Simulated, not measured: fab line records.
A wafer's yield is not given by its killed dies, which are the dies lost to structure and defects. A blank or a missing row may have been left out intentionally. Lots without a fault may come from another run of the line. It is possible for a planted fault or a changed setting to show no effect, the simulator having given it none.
Which of the tools did it? || flow gf180mcu || 24 lots, 72 wafers sampled, at 5 steps of a route of 602

== WHAT THE GAUGES SHOWED, per wafer ==
GF_M4_RS_MEAS_05: the measuring method here is four-point-probe. Usual: M4_ALCU_RS gives 0.0693 ohm/sq (standard deviation 0.00071).
{"lot": "L074", "measured": "day 22 18:58", "on": "film metro-01", "M4_ALCU_RS (ohm/sq)": "0.0691 0.0694 0.0685", "flag": ""}
{"lot": "L075", "measured": "day 22 23:49", "on": "film metro-03", "M4_ALCU_RS (ohm/sq)": "0.0700 0.0703 0.0707", "flag": ""}
{"lot": "L076", "measured": "day 23 07:13", "on": "film metro-02", "M4_ALCU_RS (ohm/sq)": "0.0697 0.0690 0.0696", "flag": ""}
{"lot": "L077", "measured": "day 23 16:05", "on": "film metro-03", "M4_ALCU_RS (ohm/sq)": "0.0689 0.0685 0.0693", "flag": ""}
{"lot": "L078", "measured": "day 23 23:00", "on": "film metro-01", "M4_ALCU_RS (ohm/sq)": "0.0682 0.0679 0.0681", "flag": ""}
{"lot": "L079", "measured": "day 24 09:44", "on": "film metro-02", "M4_ALCU_RS (ohm/sq)": "0.0693 0.0699 0.0690", "flag": ""}
{"lot": "L080", "measured": "day 24 17:28", "on": "film metro-02", "M4_ALCU_RS (ohm/sq)": "0.0688 0.0694 0.0691", "flag": ""}
{"lot": "L081", "measured": "day 25 06:34", "on": "film metro-01", "M4_ALCU_RS (ohm/sq)": "0.0694 0.0688 0.0688", "flag": ""}
{"lot": "L082", "measured": "day 25 08:46", "on": "film metro-01", "M4_ALCU_RS (ohm/sq)": "0.0704 0.0695 0.0694", "flag": ""}
{"lot": "L083", "measured": "day 25 10:39", "on": "film metro-03", "M4_ALCU_RS (ohm/sq)": "0.0685 0.0699 0.0692", "flag": ""}
{"lot": "L084", "measured": "day 26 02:44", "on": "film metro-01", "M4_ALCU_RS (ohm/sq)": "0.0696 0.0698 0.0704", "flag": ""}
{"lot": "L085", "measured": "day 26 11:20", "on": "film metro-03", "M4_ALCU_RS (ohm/sq)": "0.0706 0.0706 0.0704", "flag": ""}
{"lot": "L086", "measured": "day 26 18:37", "on": "film metro-01", "M4_ALCU_RS (ohm/sq)": "0.0699 0.0706 0.0695", "flag": ""}
{"lot": "L087", "measured": "day 27 02:18", "on": "film metro-02", "M4_ALCU_RS (ohm/sq)": "0.0686 0.0694 0.0684", "flag": ""}
{"lot": "L088", "measured": "day 27 09:58", "on": "film metro-02", "M4_ALCU_RS (ohm/sq)": "0.0695 0.0705 0.0691", "flag": ""}
{"lot": "L089", "measured": "day 27 15:04", "on": "film metro-01", "M4_ALCU_RS (ohm/sq)": "0.0689 0.0697 0.0698", "flag": ""}
{"lot": "L090", "measured": "day 27 23:35", "on": "film metro-03", "M4_ALCU_RS (ohm/sq)": "0.0697 0.0698 0.0693", "flag": ""}
{"lot": "L091", "measured": "day 28 11:40", "on": "film metro-03", "M4_ALCU_RS (ohm/sq)": "0.0687 0.0685 0.0686", "flag": ""}
{"lot": "L092", "measured": "day 28 15:21", "on": "film metro-01", "M4_ALCU_RS (ohm/sq)": "0.0686 0.0687 0.0687", "flag": ""}
{"lot": "L093", "measured": "day 28 23:14", "on": "film metro-02", "M4_ALCU_RS (ohm/sq)": "0.0678 0.0685 0.0689", "flag": ""}
{"lot": "L094", "measured": "day 29 06:05", "on": "film metro-01", "M4_ALCU_RS (ohm/sq)": "0.0697 0.0699 0.0695", "flag": ""}
{"lot": "L095", "measured": "day 29 12:43", "on": "film metro-03", "M4_ALCU_RS (ohm/sq)": "0.0701 0.0695 0.0692", "flag": ""}
{"lot": "L096", "measured": "day 29 15:37", "on": "film metro-03", "M4_ALCU_RS (ohm/sq)": "0.0707 0.0701 0.0701", "flag": ""}
{"lot": "L097", "measured": "day 29 23:41", "on": "film metro-03", "M4_ALCU_RS (ohm/sq)": "0.0688 0.0684 0.0682", "flag": ""}

GF_M4_OVL_MEAS_15. Usual: M4_OVL gives -1 nm (standard deviation 5.2).
{"lot": "L074", "measured": "day 23 18:14", "on": "overlay-01", "M4_OVL (nm)": "2 -8 -3", "flag": ""}
{"lot": "L075", "measured": "day 23 22:44", "on": "overlay-02", "M4_OVL (nm)": "-3 1 -7", "flag": ""}
{"lot": "L076", "measured": "day 24 05:47", "on": "overlay-01", "M4_OVL (nm)": "6 3 6", "flag": ""}
{"lot": "L077", "measured": "day 24 14:17", "on": "overlay-01", "M4_OVL (nm)": "4 11 3", "flag": ""}
{"lot": "L078", "measured": "day 24 20:37", "on": "overlay-01", "M4_OVL (nm)": "-1 0 -7", "flag": ""}
{"lot": "L079", "measured": "day 25 07:27", "on": "overlay-01", "M4_OVL (nm)": "-1 3 8", "flag": ""}
{"lot": "L080", "measured": "day 25 15:11", "on": "overlay-01", "M4_OVL (nm)": "-3 3 4", "flag": ""}
{"lot": "L081", "measured": "day 26 04:11", "on": "overlay-01", "M4_OVL (nm)": "-5 -8 -3", "flag": ""}
{"lot": "L082", "measured": "day 26 05:50", "on": "overlay-01", "M4_OVL (nm)": "-3 0 2", "flag": ""}
{"lot": "L083", "measured": "day 26 07:47", "on": "overlay-01", "M4_OVL (nm)": "-6 4 -6", "flag": ""}
{"lot": "L084", "measured": "day 26 23:43", "on": "overlay-02", "M4_OVL (nm)": "2 -7 -7", "flag": ""}
{"lot": "L085", "measured": "day 27 08:19", "on": "overlay-01", "M4_OVL (nm)": "-3 -2 -2", "flag": ""}
{"lot": "L086", "measured": "day 27 15:14", "on": "overlay-01", "M4_OVL (nm)": "4 1 -3", "flag": ""}
{"lot": "L087", "measured": "day 27 22:17", "on": "overlay-01", "M4_OVL (nm)": "-4 5 -2", "flag": ""}
{"lot": "L088", "measured": "day 28 05:59", "on": "overlay-01", "M4_OVL (nm)": "5 -1 3", "flag": ""}
{"lot": "L089", "measured": "day 28 10:55", "on": "overlay-02", "M4_OVL (nm)": "0 -1 -3", "flag": ""}
{"lot": "L090", "measured": "day 28 19:26", "on": "overlay-01", "M4_OVL (nm)": "-10 -12 -12", "flag": ""}
{"lot": "L091", "measured": "day 29 06:55", "on": "overlay-02", "M4_OVL (nm)": "3 10 3", "flag": ""}
{"lot": "L092", "measured": "day 29 10:17", "on": "overlay-02", "M4_OVL (nm)": "-8 -7 -6", "flag": ""}
{"lot": "L093", "measured": "day 29 18:13", "on": "overlay-01", "M4_OVL (nm)": "0 7 -4", "flag": ""}
{"lot": "L094", "measured": "day 30 00:34", "on": "overlay-01", "M4_OVL (nm)": "5 -6 2", "flag": ""}
{"lot": "L095", "measured": "day 30 07:20", "on": "overlay-01", "M4_OVL (nm)": "-5 7 -6", "flag": ""}
{"lot": "L096", "measured": "day 30 10:11", "on": "overlay-02", "M4_OVL (nm)": "1 1 7", "flag": ""}
{"lot": "L097", "measured": "day 30 18:10", "on": "overlay-01", "M4_OVL (nm)": "-3 0 -3", "flag": ""}

GF_V4_THK_MEAS_03. Usual: V4_CVD_02_THK gives 854 nm (standard deviation 11).
{"lot": "L074", "measured": "day 23 19:08", "on": "film metro-02", "V4_CVD_02_THK (nm)": "853 856 846", "flag": ""}
{"lot": "L075", "measured": "day 23 23:40", "on": "film metro-04", "V4_CVD_02_THK (nm)": "852 871 867", "flag": ""}
{"lot": "L076", "measured": "day 24 06:40", "on": "film metro-04", "V4_CVD_02_THK (nm)": "854 859 860", "flag": ""}
{"lot": "L077", "measured": "day 24 15:10", "on": "film metro-04", "V4_CVD_02_THK (nm)": "843 837 852", "flag": ""}
{"lot": "L078", "measured": "day 24 21:31", "on": "film metro-04", "V4_CVD_02_THK (nm)": "849 848 836", "flag": ""}
{"lot": "L079", "measured": "day 25 08:21", "on": "film metro-04", "V4_CVD_02_THK (nm)": "853 872 857", "flag": ""}
{"lot": "L080", "measured": "day 25 16:07", "on": "film metro-02", "V4_CVD_02_THK (nm)": "852 869 859", "flag": ""}
{"lot": "L081", "measured": "day 26 05:04", "on": "film metro-01", "V4_CVD_02_THK (nm)": "854 864 863", "flag": ""}
{"lot": "L082", "measured": "day 26 06:43", "on": "film metro-02", "V4_CVD_02_THK (nm)": "843 863 849", "flag": ""}
{"lot": "L083", "measured": "day 26 08:40", "on": "film metro-04", "V4_CVD_02_THK (nm)": "861 857 863", "flag": ""}
{"lot": "L084", "measured": "day 27 00:37", "on": "film metro-02", "V4_CVD_02_THK (nm)": "861 870 881", "flag": ""}
{"lot": "L085", "measured": "day 27 09:13", "on": "film metro-02", "V4_CVD_02_THK (nm)": "859 878 863", "flag": ""}
{"lot": "L086", "measured": "day 27 16:10", "on": "film metro-04", "V4_CVD_02_THK (nm)": "837 836 853", "flag": ""}
{"lot": "L087", "measured": "day 27 23:12", "on": "film metro-04", "V4_CVD_02_THK (nm)": "870 871 868", "flag": ""}
{"lot": "L088", "measured": "day 28 07:17", "on": "film metro-02", "V4_CVD_02_THK (nm)": "852 863 864", "flag": ""}
{"lot": "L089", "measured": "day 28 11:59", "on": "film metro-02", "V4_CVD_02_THK (nm)": "832 847 850", "flag": ""}
{"lot": "L090", "measured": "day 28 20:19", "on": "film metro-04", "V4_CVD_02_THK (nm)": "846 849 855", "flag": ""}
{"lot": "L091", "measured": "day 29 07:58", "on": "film metro-02", "V4_CVD_02_THK (nm)": "840 858 855", "flag": ""}
{"lot": "L092", "measured": "day 29 11:31", "on": "film metro-01", "V4_CVD_02_THK (nm)": "850 839 860", "flag": ""}
{"lot": "L093", "measured": "day 29 19:11", "on": "film metro-04", "V4_CVD_02_THK (nm)": "849 844 861", "flag": ""}
{"lot": "L094", "measured": "day 30 01:27", "on": "film metro-01", "V4_CVD_02_THK (nm)": "862 839 849", "flag": ""}
{"lot": "L095", "measured": "day 30 08:16", "on": "film metro-01", "V4_CVD_02_THK (nm)": "837 854 856", "flag": ""}
{"lot": "L096", "measured": "day 30 11:04", "on": "film metro-04", "V4_CVD_02_THK (nm)": "854 865 865", "flag": ""}
{"lot": "L097", "measured": "day 30 19:04", "on": "film metro-04", "V4_CVD_02_THK (nm)": "827 849 850", "flag": ""}

== WHAT TOOL EACH LOT RAN ON (gives the tool, then ch and the chambers of the sampled wafers, and finally the start) ==
{"lot": "L074", "GF_V1_CMP_26": "cmp-02 ch 0,2,3, day 18 11:49", "GF_V2_ETCH_16": "rie diel-01 ch 0,1,2, day 20 14:35"}
{"lot": "L075", "GF_V1_CMP_26": "cmp-01 ch 1,2, day 18 16:42", "GF_V2_ETCH_16": "rie diel-02 ch 1,2,3, day 20 19:49"}
{"lot": "L076", "GF_V1_CMP_26": "cmp-01 ch 1,2, day 19 00:04", "GF_V2_ETCH_16": "rie diel-04 ch 0,1,3, day 21 03:01"}
{"lot": "L077", "GF_V1_CMP_26": "cmp-02 ch 1,3, day 19 10:19", "GF_V2_ETCH_16": "rie diel-01 ch 1,2, day 21 13:04"}
{"lot": "L078", "GF_V1_CMP_26": "cmp-02 ch 0,1,3, day 19 17:07", "GF_V2_ETCH_16": "rie diel-01 ch 0,2,3, day 21 19:47"}
{"lot": "L079", "GF_V1_CMP_26": "cmp-01 ch 0,2,3, day 20 05:37", "GF_V2_ETCH_16": "rie diel-02 ch 1,2,3, day 22 07:46"}
{"lot": "L080", "GF_V1_CMP_26": "cmp-02 ch 1,2,3, day 20 13:23", "GF_V2_ETCH_16": "rie diel-04 ch 1,3, day 22 15:13"}
{"lot": "L081", "GF_V1_CMP_26": "cmp-02 ch 0,3, day 21 04:47", "GF_V2_ETCH_16": "rie diel-02 ch 0,1,3, day 23 06:04"}
{"lot": "L082", "GF_V1_CMP_26": "cmp-01 ch 1,2, day 21 06:10", "GF_V2_ETCH_16": "rie diel-02 ch 1,2, day 23 07:22"}
{"lot": "L083", "GF_V1_CMP_26": "cmp-01 ch 0,2,3, day 21 09:51", "GF_V2_ETCH_16": "rie diel-04 ch 1,2, day 23 10:31"}
{"lot": "L084", "GF_V1_CMP_26": "cmp-02 ch 0,2, day 22 02:51", "GF_V2_ETCH_16": "rie diel-04 ch 1,2,3, day 24 02:52"}
{"lot": "L085", "GF_V1_CMP_26": "cmp-02 ch 0,1,3, day 22 12:39", "GF_V2_ETCH_16": "rie diel-01 ch 1,2, day 24 12:37"}
{"lot": "L086", "GF_V1_CMP_26": "cmp-01 ch 0,2, day 22 20:50", "GF_V2_ETCH_16": "rie diel-01 ch 0,1,2, day 24 19:43"}
{"lot": "L087", "GF_V1_CMP_26": "cmp-02 ch 0,1,2, day 23 04:36", "GF_V2_ETCH_16": "rie diel-01 ch 0,1,3, day 25 03:59"}
{"lot": "L088", "GF_V1_CMP_26": "cmp-01 ch 0,2, day 23 13:49", "GF_V2_ETCH_16": "rie diel-01 ch 0,1,3, day 25 11:25"}
{"lot": "L089", "GF_V1_CMP_26": "cmp-01 ch 2,3, day 23 18:34", "GF_V2_ETCH_16": "rie diel-02 ch 2,3, day 25 16:23"}
{"lot": "L090", "GF_V1_CMP_26": "cmp-01 ch 0,2,3, day 24 03:38", "GF_V2_ETCH_16": "rie diel-04 ch 0,2,3, day 26 01:02"}
{"lot": "L091", "GF_V1_CMP_26": "cmp-01 ch 0,1,3, day 24 18:11", "GF_V2_ETCH_16": "rie diel-02 ch 0,1, day 26 15:01"}
{"lot": "L092", "GF_V1_CMP_26": "cmp-01 ch 0,1,3, day 24 21:58", "GF_V2_ETCH_16": "rie diel-01 ch 1,3, day 26 17:52"}
{"lot": "L093", "GF_V1_CMP_26": "cmp-01 ch 0,1,3, day 25 06:05", "GF_V2_ETCH_16": "rie diel-01 ch 1,3, day 27 02:25"}
{"lot": "L094", "GF_V1_CMP_26": "cmp-02 ch 0,3, day 25 14:04", "GF_V2_ETCH_16": "rie diel-01 ch 1,2,3, day 27 09:22"}
{"lot": "L095", "GF_V1_CMP_26": "cmp-02 ch 2,3, day 25 23:16", "GF_V2_ETCH_16": "rie diel-01 ch 1,2,3, day 27 17:32"}
{"lot": "L096", "GF_V1_CMP_26": "cmp-02 ch 0,1,2, day 26 00:48", "GF_V2_ETCH_16": "rie diel-02 ch 0,1,2, day 27 19:44"}
{"lot": "L097", "GF_V1_CMP_26": "cmp-02 ch 0,1,2, day 26 10:24", "GF_V2_ETCH_16": "rie diel-04 ch 0,2,3, day 28 05:16"}
- GF_V1_CMP_26: polishes, stops on SiO2, t overpolish 15 s, target thk 0 nm.
- GF_V2_ETCH_16: etches BARC in N2/H2.

== AS READ BY THE TOOLS THEMSELVES (means over the sampled wafers that have a number; for cases with no such wafer, the mark the record gives instead) ==
GF_V1_CMP_26. Usual: head pressure psi 3.500 psi, standard deviation 0.0075; motor current A 11.0 A, standard deviation 0.82; overpolish run s 15.001 s, standard deviation 0.0089; time to endpoint s 83 s, standard deviation 4.8.
{"lot": "L074", "tool": "cmp-02", "head pressure psi (psi)": 3.501, "motor current A (A)": 10.4, "overpolish run s (s)": 14.994, "time to endpoint s (s)": 87, "flag": ""}
{"lot": "L075", "tool": "cmp-01", "head pressure psi (psi)": 3.503, "motor current A (A)": 10.6, "overpolish run s (s)": 14.997, "time to endpoint s (s)": 76, "flag": ""}
{"lot": "L076", "tool": "cmp-01", "head pressure psi (psi)": 3.492, "motor current A (A)": 10.8, "overpolish run s (s)": 15.005, "time to endpoint s (s)": 78, "flag": ""}
{"lot": "L077", "tool": "cmp-02", "head pressure psi (psi)": 3.496, "motor current A (A)": 10.7, "overpolish run s (s)": 14.999, "time to endpoint s (s)": 85, "flag": ""}
{"lot": "L078", "tool": "cmp-02", "head pressure psi (psi)": 3.489, "motor current A (A)": 10.3, "overpolish run s (s)": 15.001, "time to endpoint s (s)": 84, "flag": ""}
{"lot": "L079", "tool": "cmp-01", "head pressure psi (psi)": 3.494, "motor current A (A)": 11.4, "overpolish run s (s)": 15.002, "time to endpoint s (s)": 75, "flag": ""}
{"lot": "L080", "tool": "cmp-02", "head pressure psi (psi)": 3.501, "motor current A (A)": 11.0, "overpolish run s (s)": 15.000, "time to endpoint s (s)": 86, "flag": ""}
{"lot": "L081", "tool": "cmp-02", "head pressure psi (psi)": 3.501, "motor current A (A)": 9.5, "overpolish run s (s)": 15.001, "time to endpoint s (s)": 81, "flag": ""}
{"lot": "L082", "tool": "cmp-01", "head pressure psi (psi)": 3.497, "motor current A (A)": 11.0, "overpolish run s (s)": 14.995, "time to endpoint s (s)": 76, "flag": ""}
{"lot": "L083", "tool": "cmp-01", "head pressure psi (psi)": 3.505, "motor current A (A)": 11.4, "overpolish run s (s)": 15.006, "time to endpoint s (s)": 81, "flag": ""}
{"lot": "L084", "tool": "cmp-02", "head pressure psi (psi)": 3.491, "motor current A (A)": 10.9, "overpolish run s (s)": 15.005, "time to endpoint s (s)": 87, "flag": ""}
{"lot": "L085", "tool": "cmp-02", "head pressure psi (psi)": 3.496, "motor current A (A)": 10.2, "overpolish run s (s)": 14.998, "time to endpoint s (s)": 83, "flag": ""}
{"lot": "L086", "tool": "cmp-01", "head pressure psi (psi)": 3.508, "motor current A (A)": 11.2, "overpolish run s (s)": 14.998, "time to endpoint s (s)": 82, "flag": ""}
{"lot": "L087", "tool": "cmp-02", "head pressure psi (psi)": 3.500, "motor current A (A)": 10.6, "overpolish run s (s)": 14.995, "time to endpoint s (s)": 88, "flag": ""}
{"lot": "L088", "tool": "cmp-01", "head pressure psi (psi)": 3.501, "motor current A (A)": 11.3, "overpolish run s (s)": 14.995, "time to endpoint s (s)": 84, "flag": ""}
{"lot": "L089", "tool": "cmp-01", "head pressure psi (psi)": 3.497, "motor current A (A)": 11.3, "overpolish run s (s)": 15.001, "time to endpoint s (s)": 76, "flag": ""}
{"lot": "L090", "tool": "cmp-01", "head pressure psi (psi)": 3.503, "motor current A (A)": 11.9, "overpolish run s (s)": 15.004, "time to endpoint s (s)": 76, "flag": ""}
{"lot": "L091", "tool": "cmp-01", "head pressure psi (psi)": 3.503, "motor current A (A)": 11.6, "overpolish run s (s)": 14.994, "time to endpoint s (s)": 84, "flag": ""}
{"lot": "L092", "tool": "cmp-01", "head pressure psi (psi)": 3.497, "motor current A (A)": 11.2, "overpolish run s (s)": 14.997, "time to endpoint s (s)": 80, "flag": ""}
{"lot": "L093", "tool": "cmp-01", "head pressure psi (psi)": 3.505, "motor current A (A)": 11.4, "overpolish run s (s)": 15.003, "time to endpoint s (s)": 83, "flag": ""}
{"lot": "L094", "tool": "cmp-02", "head pressure psi (psi)": 3.488, "motor current A (A)": 10.0, "overpolish run s (s)": 15.005, "time to endpoint s (s)": 86, "flag": ""}
{"lot": "L095", "tool": "cmp-02", "head pressure psi (psi)": 3.500, "motor current A (A)": 10.4, "overpolish run s (s)": 15.001, "time to endpoint s (s)": 89, "flag": ""}
{"lot": "L096", "tool": "cmp-02", "head pressure psi (psi)": 3.497, "motor current A (A)": 11.0, "overpolish run s (s)": 15.002, "time to endpoint s (s)": 86, "flag": ""}
{"lot": "L097", "tool": "cmp-02", "head pressure psi (psi)": 3.492, "motor current A (A)": 10.9, "overpolish run s (s)": 14.994, "time to endpoint s (s)": 92, "flag": ""}

GF_V2_ETCH_16. Usual: drypump motor current A 5.9 A, standard deviation 0.4; oes product au 0.855 a.u., standard deviation 0.0048; throttle valve pct 13.225 %, standard deviation 0.0081.
{"lot": "L074", "tool": "rie diel-01", "drypump motor current A (A)": 6.0, "oes product au (a.u.)": 0.854, "throttle valve pct (%)": 13.225, "flag": ""}
{"lot": "L075", "tool": "rie diel-02", "drypump motor current A (A)": 6.4, "oes product au (a.u.)": 0.852, "throttle valve pct (%)": 13.227, "flag": ""}
{"lot": "L076", "tool": "rie diel-04", "drypump motor current A (A)": 5.7, "oes product au (a.u.)": 0.854, "throttle valve pct (%)": 13.231, "flag": ""}
{"lot": "L077", "tool": "rie diel-01", "drypump motor current A (A)": 5.9, "oes product au (a.u.)": 0.855, "throttle valve pct (%)": 13.225, "flag": ""}
{"lot": "L078", "tool": "rie diel-01", "drypump motor current A (A)": 5.8, "oes product au (a.u.)": 0.850, "throttle valve pct (%)": 13.231, "flag": ""}
{"lot": "L079", "tool": "rie diel-02", "drypump motor current A (A)": 6.3, "oes product au (a.u.)": 0.857, "throttle valve pct (%)": 13.229, "flag": ""}
{"lot": "L080", "tool": "rie diel-04", "drypump motor current A (A)": 5.8, "oes product au (a.u.)": 0.850, "throttle valve pct (%)": 13.224, "flag": ""}
{"lot": "L081", "tool": "rie diel-02", "drypump motor current A (A)": 6.2, "oes product au (a.u.)": 0.855, "throttle valve pct (%)": 13.222, "flag": ""}
{"lot": "L082", "tool": "rie diel-02", "drypump motor current A (A)": 6.4, "oes product au (a.u.)": 0.851, "throttle valve pct (%)": 13.227, "flag": ""}
{"lot": "L083", "tool": "rie diel-04", "drypump motor current A (A)": 5.4, "oes product au (a.u.)": 0.849, "throttle valve pct (%)": 13.225, "flag": ""}
{"lot": "L084", "tool": "rie diel-04", "drypump motor current A (A)": 5.6, "oes product au (a.u.)": 0.860, "throttle valve pct (%)": 13.227, "flag": ""}
{"lot": "L085", "tool": "rie diel-01", "drypump motor current A (A)": 5.8, "oes product au (a.u.)": 0.855, "throttle valve pct (%)": 13.226, "flag": ""}
{"lot": "L086", "tool": "rie diel-01", "drypump motor current A (A)": 5.9, "oes product au (a.u.)": 0.857, "throttle valve pct (%)": 13.224, "flag": ""}
{"lot": "L087", "tool": "rie diel-01", "drypump motor current A (A)": 5.7, "oes product au (a.u.)": 0.858, "throttle valve pct (%)": 13.223, "flag": ""}
{"lot": "L088", "tool": "rie diel-01", "drypump motor current A (A)": 5.7, "oes product au (a.u.)": 0.850, "throttle valve pct (%)": 13.226, "flag": ""}
{"lot": "L089", "tool": "rie diel-02", "drypump motor current A (A)": 6.5, "oes product au (a.u.)": 0.855, "throttle valve pct (%)": 13.217, "flag": ""}
{"lot": "L090", "tool": "rie diel-04", "drypump motor current A (A)": 5.8, "oes product au (a.u.)": 0.855, "throttle valve pct (%)": 13.231, "flag": ""}
{"lot": "L091", "tool": "rie diel-02", "drypump motor current A (A)": 6.1, "oes product au (a.u.)": 0.857, "throttle valve pct (%)": 13.234, "flag": ""}
{"lot": "L092", "tool": "rie diel-01", "drypump motor current A (A)": 5.5, "oes product au (a.u.)": 0.854, "throttle valve pct (%)": 13.220, "flag": ""}
{"lot": "L093", "tool": "rie diel-01", "drypump motor current A (A)": 5.7, "oes product au (a.u.)": 0.857, "throttle valve pct (%)": 13.226, "flag": ""}
{"lot": "L094", "tool": "rie diel-01", "drypump motor current A (A)": 5.8, "oes product au (a.u.)": 0.856, "throttle valve pct (%)": 13.229, "flag": ""}
{"lot": "L095", "tool": "rie diel-01", "drypump motor current A (A)": 5.8, "oes product au (a.u.)": 0.857, "throttle valve pct (%)": 13.225, "flag": ""}
{"lot": "L096", "tool": "rie diel-02", "drypump motor current A (A)": 6.2, "oes product au (a.u.)": 0.858, "throttle valve pct (%)": 13.230, "flag": ""}
{"lot": "L097", "tool": "rie diel-04", "drypump motor current A (A)": 5.8, "oes product au (a.u.)": 0.849, "throttle valve pct (%)": 13.220, "flag": ""}

== THE ANSWER, worked out from the rows above alone ==
Rule: a lot is off if the mean of its wafers that have a number lies more than 3 standard deviations from the usual mean. A lot without any number at a reading at which 4 lots or more have one is off too. The other lots that the step has rows for count as sound. The gauges are gone through in route order, then the tools' own readings, and for those a lot's mean is taken as printed above. At the first step where some lot is off, the reading lying furthest off is the one used; lots without a number count as furthest.
None of the lots is off at any reading shown; this tells nothing.

== WHAT THE SIMULATOR PUT IN ==
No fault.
